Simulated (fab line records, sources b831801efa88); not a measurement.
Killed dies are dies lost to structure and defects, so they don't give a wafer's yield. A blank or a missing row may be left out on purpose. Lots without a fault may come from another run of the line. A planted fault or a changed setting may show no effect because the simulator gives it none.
Chamber matching | flow sky130 | SKY_POLY_GATE_ETCH_17 on rie_si-01: 4 sister chambers
The step etches poly-Si in HBr/Cl2, stops on SiO2, target depth 180 nm, time 70.5 s. 8 wafers are shown with their chamber, then 12 later ones without.

WAFERS WITH THEIR CHAMBER
wafer  | chamber | drypump_motor_current_A (A) | oes_product_au (a.u.)
L085.4 | 0       | 5.2                         | 0.992
L085.5 | 1       | 5.8                         | 0.995
L086.2 | 1       | 5.7                         | 0.975
L086.3 | 0       | 5.1                         | 0.980
L086.6 | 2       | 6.0                         | 0.982
L089.1 | 3       | 6.1                         | 0.976
L089.5 | 2       | 6.0                         | 0.977
L089.6 | 3       | 6.1                         | 0.982

WAFERS WITHOUT THEIR CHAMBER
wafer  | drypump_motor_current_A (A) | oes_product_au (a.u.)
L091.3 | 6.0                         | 0.975
L091.5 | 5.8                         | 0.989
L091.6 | 5.2                         | 0.990
L093.1 | 6.1                         | 0.982
L093.2 | 5.9                         | 0.982
L093.4 | 5.8                         | 0.984
L095.1 | 5.8                         | 0.972
L095.5 | 5.8                         | 0.976
L095.6 | 6.0                         | 0.972
L097.3 | 5.2                         | 0.971
L097.4 | 6.1                         | 0.975
L097.5 | 5.2                         | 0.980

WHICH CHAMBER EACH WENT THROUGH
wafer  | from the rows above          | in truth
L091.3 | can't be placed: 2 or 3      | 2
L091.5 | 1                            | 1
L091.6 | 0                            | 0
L093.1 | can't be placed: 3 or 2      | 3
L093.2 | can't be placed: 2 or 1 or 3 | 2
L093.4 | 1                            | 1
L095.1 | 1                            | 1
L095.5 | 1                            | 1
L095.6 | can't be placed: 2 or 3      | 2
L097.3 | 0                            | 0
L097.4 | can't be placed: 3 or 2      | 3
L097.5 | 0                            | 0
Placed correctly: 7 of 12. Can't be placed from these rows: 5 (the true chamber is among the candidates in 5). Placed wrongly: 0.
How it was worked out, from the rows above alone: a wafer's distance from a chamber is the root of the sum, over the readings, of the square of ((its reading less the chamber's mean) divided by the reading's scatter). The wafer belongs to the nearest chamber; if the next one is less than 2 further off, it can't be placed. A chamber's mean is the mean of its shown wafers. The scatter: the root of (the sum of the squares of (reading less its chamber's mean) over the shown wafers, divided by (wafers less chambers)).
